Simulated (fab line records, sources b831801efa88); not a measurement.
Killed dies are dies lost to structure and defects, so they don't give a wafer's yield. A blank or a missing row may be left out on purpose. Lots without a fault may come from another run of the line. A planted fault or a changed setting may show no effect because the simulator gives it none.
One fault seen from 2 desks | flow sky130 | each desk has only its own numbers; what lay behind them comes last

THE TOOL OWNER'S DESK: lpcvd-01
The tool's own readings at SKY_POLY_GATE_CVD_00 (deposits poly-Si, target thk 180 nm, time 720 s): means of the sampled wafers that have a number, for each lot that ran on this tool. A lot is out of limits, marked OUT, if its mean lies more than 4 standard deviations from the usual mean; the brackets give that distance. Of its 8 readings 7 are shown: the one that was out of limits first, and those that lie furthest out on some lot.
Columns: A = spike_tc_bottom_C at SKY_POLY_GATE_CVD_00, usual 637.6 C; B = spike_tc_centre_C at SKY_POLY_GATE_CVD_00, usual 620.8 C; C = spike_tc_lower_C at SKY_POLY_GATE_CVD_00, usual 619.9 C; D = spike_tc_top_C at SKY_POLY_GATE_CVD_00, usual 637.8 C; E = spike_tc_upper_C at SKY_POLY_GATE_CVD_00, usual 620.3 C; F = susceptor_temp_C at SKY_POLY_GATE_CVD_00, usual 619.97 C; G = zone_power_lower_pct at SKY_POLY_GATE_CVD_00, usual 7.96 %
lot  | first seen here | A                | B               | C               | D               | E               | F                | G
L888 | day 13 13:38    | 633.9            | 622.1           | 620.6           | 636.4           | 619.9           | 620.15           | 7.96
L889 | day 14 01:29    | 635.1            | 621.5           | 619.7           | 636.6           | 619.5           | 620.26           | 7.87
L891 | day 14 15:05    | 635.1            | 622.2           | 619.6           | 637.0           | 620.9           | 619.90           | 7.96
L895 | day 16 07:58    | 634.9            | 621.5           | 617.6           | 636.4           | 620.3           | 619.98           | 7.89
L896 | day 16 16:12    | 640.2            | 619.6           | 620.5           | 638.9           | 620.2           | 619.96           | 8.04
L897 | day 17 11:32    | 634.5            | 621.5           | 618.7           | 636.6           | 620.1           | 619.82           | 7.93
L904 | day 20 06:28    | 634.1            | 622.9           | 617.9           | 636.9           | 620.5           | 619.67           | 8.00
L905 | day 20 08:02    | 640.4            | 619.8           | 621.1           | 638.8           | 620.4           | 619.60           | 8.03
L907 | day 20 18:19    | 618.3 (-6.9) OUT | 595.9 (-16) OUT | 597.9 (-17) OUT | 617.0 (-14) OUT | 597.2 (-23) OUT | 597.06 (-85) OUT | 7.49 (-5.1) OUT
L908 | day 20 22:18    | 617.9 (-7.0) OUT | 596.5 (-15) OUT | 596.8 (-18) OUT | 615.9 (-15) OUT | 597.9 (-22) OUT | 597.23 (-84) OUT | 7.42 (-5.9) OUT
This desk's finding: out of limits on L907, L908; first on L907, day 20 18:19 (spike_tc_bottom_C at SKY_POLY_GATE_CVD_00). In limits: L888, L889, L891, L895, L896, L897, L904, L905.

THE METROLOGY DESK
What the gauges read, lot by lot, whatever tool the lot ran on: means of the sampled wafers that have a number. A lot is out of limits, marked OUT, if its mean lies more than 4 standard deviations from the usual mean; the brackets give that distance.
Columns: A = VT_ADJUST_PCH_TW at SKY_VT_ADJUST_PCH_TW_MEAS_10, usual 140.9; B = POLY_GATE_CVD_00_THK at SKY_POLY_GATE_THK_MEAS_01, usual 180.6 nm
lot  | first seen here | A     | B
L888 | day 10 06:28    | 140.9 | 177.0
L889 | day 10 14:18    | 137.5 | 182.8
L891 | day 11 01:29    | 144.5 | 183.4
L895 | day 12 13:08    | 144.3 | 180.4
L896 | day 12 21:26    | 140.9 | 179.7
L897 | day 13 15:05    | 140.2 | 178.9
L904 | day 16 00:11    | 144.9 | 180.7
L905 | day 16 06:35    | 139.9 | 181.7
L907 | day 16 15:26    | 144.5 | 106.4 (-44) OUT
L908 | day 16 16:28    | 140.0 | 106.5 (-44) OUT
This desk's finding: out of limits on L907, L908; first on L907, day 20 20:08 (POLY_GATE_CVD_00_THK at SKY_POLY_GATE_THK_MEAS_01). In limits: L888, L889, L891, L895, L896, L897, L904, L905.

PUT TOGETHER
The tool owner's desk could have raised an alarm at day 20 18:19, on L907, L908.
The metrology desk could have raised an alarm at day 20 20:08, on L907, L908.
Of the lots named, all ran SKY_POLY_GATE_CVD_00 on lpcvd-01.

WHAT THE SIMULATOR HAD PUT IN
Process parameter drift: lpcvd-01, from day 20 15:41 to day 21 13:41, at SKY_POLY_GATE_CVD_00. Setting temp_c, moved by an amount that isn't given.
Lots struck among those shown: L907, L908.
Hours from the fault's start to each desk's first reading out of limits: the tool owner's desk, 3; the metrology desk, 4.
